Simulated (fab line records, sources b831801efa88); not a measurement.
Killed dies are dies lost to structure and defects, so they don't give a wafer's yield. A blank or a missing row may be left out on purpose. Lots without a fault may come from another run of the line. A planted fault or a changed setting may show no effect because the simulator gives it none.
Problem report in the 8D (eight disciplines) form, filled by code | flow gf180mcu | the parts of the form that need people (team, actions taken, sign-off) are left out

1. THE PROBLEM
oes_product_au at GF_CONTACT_ETCH_17 reads a mean of 0.845 a.u. on 3 wafers of 2 lots; wafers without a fault read 0.814 a.u. with a standard deviation of 0.0049. That is +6.3 standard deviations from the usual mean.
The step: etches SiO2 in C4F8/O2/Ar, stops on CoSi2, target depth 860 nm.
The step gives no start for some of these wafers. The record holds 39 wafers of 13 lots with a number at this step. Rule for "out", or "out of limits": more than 4 standard deviations from the usual mean. The other wafers with a number count as sound.

2. WHAT IT IS AND WHAT IT IS NOT
question                    | is                       | is not
which readings at this step | oes_product_au           | -
which lots                  | L983, L984               | L969, L970, L971, L972, L973, L975, L976, L980, L986, L987, L989
which wafers of those lots  | L983.4, L984.4, L984.6   | L983.2, L983.3, L984.3
read on which tools         | rie_diel-01, rie_diel-02 | rie_diel-03

3. SUSPECTS, AND WHAT RULES EACH OUT
Counting: a tool at a process step up to the reading stays a suspect if it ran every lot that is out. Sound lots after the first of them don't rule it out here, since some wafers of a struck lot are sound.
- cmp-02 at GF_CONTACT_CMP_04 (polishes SiO2): kept. It ran every lot that is out, first L983 (day 20 09:04); its last sound lot up to then is L980 (day 19 03:27).
Left after counting: cmp-02 at GF_CONTACT_CMP_04.

4. THE CAUSE (what the simulator had put in)
Process parameter drift: cmp-02, from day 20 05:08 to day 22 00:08, at GF_CONTACT_CMP_04. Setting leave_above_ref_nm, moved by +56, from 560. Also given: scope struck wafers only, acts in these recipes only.
Counting left only this tool.

5. THE CHAIN OF EFFECTS, in route order
Each row: a reading whose mean over the struck wafers that have a number lies more than 3 standard deviations from the usual. Only readings for which the record gives a usual standard deviation are gone through. hours: the time from each lot's start at the first step in this table that gives one to its start at this step, as a median over the lots. sigmas: the change in usual standard deviations.
hours | step               | reading        | usual      | on struck wafers | change | sigmas
-     | GF_CONTACT_ETCH_17 | oes_product_au | 0.814 a.u. | 0.845            | +0.031 | +6.3
The process steps in it:
- GF_CONTACT_ETCH_17: etches SiO2 in C4F8/O2/Ar, stops on CoSi2, target depth 860 nm.
Later measuring or inspecting steps at which every struck wafer that the step has a row for has a number for every such reading, and none has moved that far: GF_V1_THK_MEAS_03.

6. WHAT WOULD HAVE CAUGHT IT SOONER
Of the tool readings at GF_CONTACT_CMP_04 for which the record gives a usual standard deviation, none was out on any struck wafer, so an alarm limit of 4 standard deviations on them would not have fired.
